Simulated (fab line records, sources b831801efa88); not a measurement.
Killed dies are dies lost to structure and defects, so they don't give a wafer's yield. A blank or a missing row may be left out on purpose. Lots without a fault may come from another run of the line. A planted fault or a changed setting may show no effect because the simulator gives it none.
Problem report in the 8D (eight disciplines) form, filled by code | flow sky130 | the parts of the form that need people (team, actions taken, sign-off) are left out

1. THE PROBLEM
bias_w at SKY_PAD_OPEN_ETCH_07 reads a mean of 139.8 W on 6 wafers of 2 lots; wafers without a fault read 150.0 W with a standard deviation of 0.39. That is -26 standard deviations from the usual mean.
The step: etches the open film in CF4/O2, stops on AlCu, target depth 725 nm, time 161.1 s.
First seen on wafer L125.3, day 49 16:31, on rie_diel-04. The record holds 33 wafers of 11 lots with a number at this step. Rule for "out", or "out of limits": more than 4 standard deviations from the usual mean. The other wafers with a number count as sound.

2. WHAT IT IS AND WHAT IT IS NOT
question                    | is                     | is not
which readings at this step | bias_w                 | drypump_motor_current_A
which lots                  | L125, L127             | L109, L110, L113, L114, L118, L119, L120, L129, L131
which wafers of those lots  | all that have a number | -
read on which tools         | rie_diel-04            | rie_diel-01, rie_diel-02
when                        | from day 49 16:31      | up to then (21 sound wafers); but 6 sound wafers of L129, L131 came after

3. SUSPECTS, AND WHAT RULES EACH OUT
Counting: a tool at a process step up to the reading stays a suspect if it ran every lot that is out and no sound lot after the first of them.
- plasma_asher-02 at SKY_METAL4_STRIP_19 (strips in O2/N2): kept. It ran every lot that is out, first L125 (day 46 10:55), and no sound lot after that; its last sound lot up to then is L120 (day 44 14:02).
- rie_diel-02 at SKY_VIA4_ETCH_12 (etches SiO2 in C4F8/O2/Ar, stops on TiN, target depth 580 nm): ruled out as a lasting fault. Sound lots L131 ran on it after its first lot that is out, L125 (day 47 08:36).
- plasma_asher-01 at SKY_PASSIVATION_STRIP_12 (strips in O2/N2): ruled out as a lasting fault. Sound lots L131 ran on it after its first lot that is out, L125 (day 48 23:53).
- rie_diel-04 at SKY_PAD_OPEN_ETCH_07 (etches the open film in CF4/O2, stops on AlCu, target depth 725 nm, time 161.1 s): kept. It ran every lot that is out, first L125 (day 49 16:31), and no sound lot after that; its last sound lot up to then is L118 (day 48 02:13). Its own readings are out on those wafers: bias_w.
Left after counting: plasma_asher-02 at SKY_METAL4_STRIP_19, rie_diel-04 at SKY_PAD_OPEN_ETCH_07.

4. THE CAUSE (what the simulator had put in)
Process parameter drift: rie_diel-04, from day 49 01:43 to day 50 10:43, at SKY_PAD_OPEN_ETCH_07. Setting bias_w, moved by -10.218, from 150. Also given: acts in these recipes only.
Counting left 2 suspects, and this tool is among them.

5. THE CHAIN OF EFFECTS, in route order
Each row: a reading whose mean over the struck wafers that have a number lies more than 3 standard deviations from the usual. Only readings for which the record gives a usual standard deviation are gone through. hours: the time from each lot's start at the first step in this table that gives one to its start at this step, as a median over the lots. sigmas: the change in usual standard deviations.
hours | step                 | reading | usual   | on struck wafers | change | sigmas
0     | SKY_PAD_OPEN_ETCH_07 | bias_w  | 150.0 W | 139.8            | -10.2  | -26
The process steps in it:
- SKY_PAD_OPEN_ETCH_07: etches the open film in CF4/O2, stops on AlCu, target depth 725 nm, time 161.1 s.

6. WHAT WOULD HAVE CAUGHT IT SOONER
In this record the first reading out of limits was taken at day 49 16:31, 15 hours after the fault began at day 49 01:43.
